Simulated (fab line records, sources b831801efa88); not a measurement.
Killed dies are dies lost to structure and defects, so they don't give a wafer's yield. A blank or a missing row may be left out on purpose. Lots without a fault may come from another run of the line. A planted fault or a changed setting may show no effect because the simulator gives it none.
Chamber matching | flow sky130 | SKY_LI_CONTACT_CMP_02 on cmp-01: 4 sister chambers
The step polishes PSG. 27 wafers are shown with their chamber, then 12 later ones without.

WAFERS WITH THEIR CHAMBER
wafer  | chamber | motor_current_A (A) | time_to_endpoint_s (s)
L075.1 | 0       | 10.0                | 30
L075.4 | 1       | 10.6                | 29
L075.6 | 0       | 9.9                 | 29
L078.1 | 2       | 14.1                | 32
L078.3 | 1       | 10.3                | 27
L078.6 | 3       | 11.4                | 34
L080.2 | 2       | 14.6                | 35
L080.5 | 3       | 11.3                | 36
L080.6 | 0       | 9.9                 | 31
L082.2 | 3       | 11.4                | 35
L082.5 | 1       | 10.7                | 27
L082.6 | 0       | 9.4                 | 32
L084.1 | 1       | 11.3                | 30
L084.5 | 3       | 10.6                | 34
L084.6 | 2       | 14.0                | 34
L083.1 | 0       | 9.8                 | 31
L083.2 | 2       | 13.1                | 36
L083.4 | 1       | 10.7                | 28
L085.3 | 2       | 13.2                | 32
L085.5 | 0       | 10.0                | 30
L085.6 | 3       | 10.6                | 36
L086.1 | 3       | 10.8                | 30
L086.2 | 1       | 11.1                | 26
L086.4 | 2       | 13.4                | 30
L089.2 | 3       | 10.2                | 34
L089.5 | 2       | 12.7                | 32
L089.6 | 1       | 10.6                | 25

SIGNATURES (means of the wafers above)
reading            | chamber 0 | chamber 1 | chamber 2 | chamber 3 | scatter within a chamber
motor_current_A    | 9.833     | 10.757    | 13.586    | 10.900    | 0.463
time_to_endpoint_s | 30.50     | 27.43     | 33.00     | 34.14     | 1.79
Rule: a wafer's distance from a chamber is the root of the sum, over the readings, of the square of ((its reading less the chamber's mean) divided by the reading's scatter). The wafer belongs to the nearest chamber; if the next one is less than 2 further off, it can't be placed. The scatter: the root of (the sum of the squares of (reading less its chamber's mean) over the shown wafers, divided by (wafers less chambers)).

WAFERS WITHOUT THEIR CHAMBER
wafer  | motor_current_A (A) | time_to_endpoint_s (s)
L090.2 | 10.6                | 35
L090.4 | 10.0                | 33
L090.5 | 14.1                | 37
L093.1 | 10.7                | 34
L093.2 | 11.3                | 27
L093.6 | 10.8                | 36
L094.1 | 13.2                | 34
L094.3 | 10.6                | 36
L094.6 | 10.6                | 34
L096.3 | 10.6                | 30
L096.5 | 10.6                | 36
L096.6 | 13.0                | 33

WHICH CHAMBER EACH WENT THROUGH
wafer  | from the rows above          | in truth
L090.2 | 3                            | 3
L090.4 | can't be placed: 0 or 3      | 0
L090.5 | 2                            | 2
L093.1 | 3                            | 3
L093.2 | 1                            | 1
L093.6 | 3                            | 3
L094.1 | 2                            | 2
L094.3 | 3                            | 3
L094.6 | can't be placed: 3 or 0      | 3
L096.3 | can't be placed: 1 or 0 or 3 | 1
L096.5 | 3                            | 3
L096.6 | 2                            | 2
Placed correctly: 9 of 12. Can't be placed from these rows: 3 (the true chamber is among the candidates in 3). Placed wrongly: 0.
